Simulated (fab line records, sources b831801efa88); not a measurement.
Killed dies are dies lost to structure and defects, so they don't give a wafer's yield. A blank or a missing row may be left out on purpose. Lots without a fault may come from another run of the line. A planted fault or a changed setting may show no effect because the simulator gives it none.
A struck lot beside a sound one | flow gf180mcu | 16 steps out of a route of 602
Sound: wafers L829.1, L829.4, L829.5. Struck: wafer L840.5. (L840.3 of the same lot was not struck and is left out.) The cause comes at the end.
At each step with rows: each side's tool, then ch and its chambers, then its first start. Under that, the readings that differ: sound wafers | struck wafers | difference of the means | sigmas: that difference in standard deviations of wafers without a fault.
alike: readings whose means differ by less than 2 such deviations, and words and numbers that are the same on both sides. not compared: withheld readings, readings that some wafer has no value for, bounds like >300 that may hide the same value, and numbers for which the record gives no deviation and whose values overlap.
The two part at a step that has a row with sigmas, a row that says differs or no value, or rows on one side only. Numbers that don't overlap but have no deviation are shown without sigmas and don't part them. A reading that every wafer of one side lacks parts them only if that side has two wafers or more.

first, 3 steps without rows for these wafers: GF_M5_EXPOSE_04 (exposes mask Metal5, target cd 280 nm); GF_M5_PEB_05 (peb time 90 s); GF_M5_DEVELOP_06 (develop time 60 s).
GF_M5_CD_MEAS_07: target cd 280 nm.
  sound on cd_sem-01, day 29 05:04; struck on cd_sem-01, day 31 21:11
  alike: cd_nm
GF_M5_OVL_MEAS_08:
  sound on overlay-01, day 29 05:11; struck on overlay-02, day 31 21:17
  alike: M5_OVL
GF_M5_ETCH_09: etches Si3N4 in CF4/O2, target depth 52 nm, time 11.6 s.
  sound on rie_diel-03 ch 1,3, day 29 05:13; struck on rie_diel-02 ch 2, day 31 21:19
  alike: drypump_motor_current_A, oes_product_au, throttle_valve_pct
  not compared: rf_hours_counter_h
GF_M5_METAL_ETCH_10: etches the open film in Cl2/BCl3, stops on SiO2, target depth 750.8 nm, time 125.1 s.
  sound on rie_metal-02 ch 0, day 29 05:14; struck on rie_metal-01 ch 1, day 31 21:25
  alike: drypump_motor_current_A, oes_product_au, throttle_valve_pct
  not compared: rf_hours_counter_h
GF_M5_STRIP_11: strips in O2/N2.
  sound on plasma_asher-04 ch 1, day 29 05:30; struck on plasma_asher-02 ch 1, day 31 21:37
  reading             | sound             | struck | difference | sigmas
  heater_power_w (W)  | 410 399 403       | 329    | -75        | -2
  n2_flow_sccm (sccm) | 301.8 301.1 301.7 | 298.7  | -2.8       | -3
  alike: drypump_motor_current_A, oes_product_au, platen_temp_c, strip_time_to_endpoint_s
  not compared: rf_hours_counter_h
then, 3 steps without rows for these wafers: GF_M5_STRIP_12 (strips in post etch residue remover, time 1200 s); GF_M5_CLEAN_13 (cleans in DIW); GF_V5_CVD_00 (deposits SiO2, target thk 300 nm, time 50 s).
GF_V5_THK_MEAS_01:
  sound on film_metro-04, day 29 06:08; struck on film_metro-02, day 31 22:11
  alike: V5_CVD_00_THK
GF_V5_CVD_02: deposits SiO2 from TEOS, target thk 1450 nm, time 163.28 s.
  sound on pecvd-01 ch 1,2, day 29 06:11; struck on pecvd-02 ch 1, day 31 22:14
  reading                             | sound          | struck | difference | sigmas
  model.SiO2_of_V5_CVD_02.thk_nm (nm) | 1408 1441 1451 | 2289   | +856       |
  alike: heater_power_w
GF_V5_THK_MEAS_03:
  sound on film_metro-03, day 29 06:18; struck on film_metro-03, day 31 22:35
  reading            | sound          | struck | difference | sigmas
  V5_CVD_02_THK (nm) | 1407 1441 1453 | 2290   | +856       | +48
  not compared: hold
GF_V5_CMP_04: polishes SiO2.
  sound on cmp-01 ch 1,2,3, day 29 06:25; struck on cmp-02 ch 2, day 32 01:11
  reading | sound | struck                   | difference                   | sigmas
  hold    | - - - | await_dispo/2.4h/release | no value on the sound wafers |
  alike: motor_current_A, platen_rpm, retaining_ring_pressure_frac, slurry_filter_dp_kPa
-- the record jumps here: 2 days lie between the struck wafers' starts before and after (it left off in module V5 and takes up again in module PASSIVATION, whose first step shown is number 602 of the route) --
GF_PASSIVATION_PROBE_99:
  the record has rows for the struck wafers here (prober-02, day 34 03:18) and none for the sound ones

WHERE THEY PART
First at GF_M5_STRIP_11; last, within this record, at GF_PASSIVATION_PROBE_99.

WHY: what the simulator had put in
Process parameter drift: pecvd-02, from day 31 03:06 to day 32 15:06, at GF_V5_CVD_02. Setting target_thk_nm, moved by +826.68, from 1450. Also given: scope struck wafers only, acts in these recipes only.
